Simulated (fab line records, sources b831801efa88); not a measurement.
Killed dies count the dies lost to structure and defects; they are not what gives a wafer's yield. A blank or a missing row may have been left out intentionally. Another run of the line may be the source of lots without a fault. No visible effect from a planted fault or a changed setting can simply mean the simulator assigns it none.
One fault seen from 2 desks    flow gf180mcu    only its own numbers are on each desk; what lay behind them is given at the end

## AT THE METROLOGY DESK
Lot by lot, what the gauges showed, no matter which tool ran the lot: averages of those sampled wafers that carry a number. If a lot's mean is further than 4 standard deviations from the usual mean, the lot is out of limits and carries the mark OUT (the distance appears in the brackets).
Columns: A = STI_CVD_03_THK at GF_STI_THK_MEAS_04, usual 208.2 nm; B = VT_IMPLANT_01_OVL at GF_VT_IMPLANT_OVL_MEAS_18, usual 0.7 nm
lot   first seen here  A                B
L325  day 1 20:08      209.2            1.2
L326  day 2 01:49      207.7            0.5
L327  day 2 04:35      206.0            -0.5
L329  day 2 14:35      208.1            1.5
L330  day 2 21:01      208.0            0.9
L331  day 3 01:39      210.4            2.2
L332  day 3 07:33      207.0            0.1
L333  day 3 10:34      208.6            1.4
L339  day 4 16:34      175.2 (-18) OUT  0.3
L344  day 5 18:33      208.1            1.5
L347  day 6 09:34      206.7            -0.9
This desk reports L339 out of limits; the earliest was L339 at day 4 16:34 (STI_CVD_03_THK at GF_STI_THK_MEAS_04). In limits: L325, L326, L327, L329, L330, L331, L332, L333, L344, L347.

## DESK OF THE TOOL OWNER: lpcvd-01
The tool's own readings at GF_STI_CVD_03 (deposits Si3N4 from DCS/NH3, target thk 207.16 nm, time 3551 s): means of the sampled wafers that have a number, for each lot that ran on this tool. If a lot's mean is further than 4 standard deviations from the usual mean, the lot is out of limits and carries the mark OUT (the distance appears in the brackets).
Columns: A = spike-tc-centre-C at GF_STI_CVD_03, usual 770.2 C; B = spike-tc-upper-C at GF_STI_CVD_03, usual 770.5 C; C = zone-power-centre-pct at GF_STI_CVD_03, usual 14.3 %; D = zone-power-lower-pct at GF_STI_CVD_03, usual 13.6 %; E = zone-power-upper-pct at GF_STI_CVD_03, usual 11.3 %
lot   first seen here  A                B      C     D     E
L327  day 2 02:34      771.4            769.8  13.4  12.6  11.5
L329  day 2 12:36      770.2            771.5  13.3  14.5  10.4
L333  day 3 08:34      769.5            771.7  13.3  14.5  10.6
L339  day 4 14:34      747.6 (-16) OUT  774.4  7.5   18.0  12.9
This desk's finding: out of limits on L339; first on L339, day 4 14:34 (spike-tc-centre-C at GF_STI_CVD_03). In limits: L327, L329, L333.

## ALL TOGETHER
The tool owner's desk could have raised an alarm at day 4 14:34, on L339.
Metrology desk: alarm possible at day 4 16:34 on L339.
Of the lots named, all ran GF_STI_CVD_03 on lpcvd-01.

## WHAT THE SIMULATOR PUT IN
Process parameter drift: lpcvd-01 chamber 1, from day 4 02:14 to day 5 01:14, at GF_STI_CVD_03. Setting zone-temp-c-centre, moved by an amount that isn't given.
Lots struck among those shown: L339.
Counting hours from when the fault started, the first reading out of limits came at 12 for the tool owner's desk and at 14 for the metrology desk.
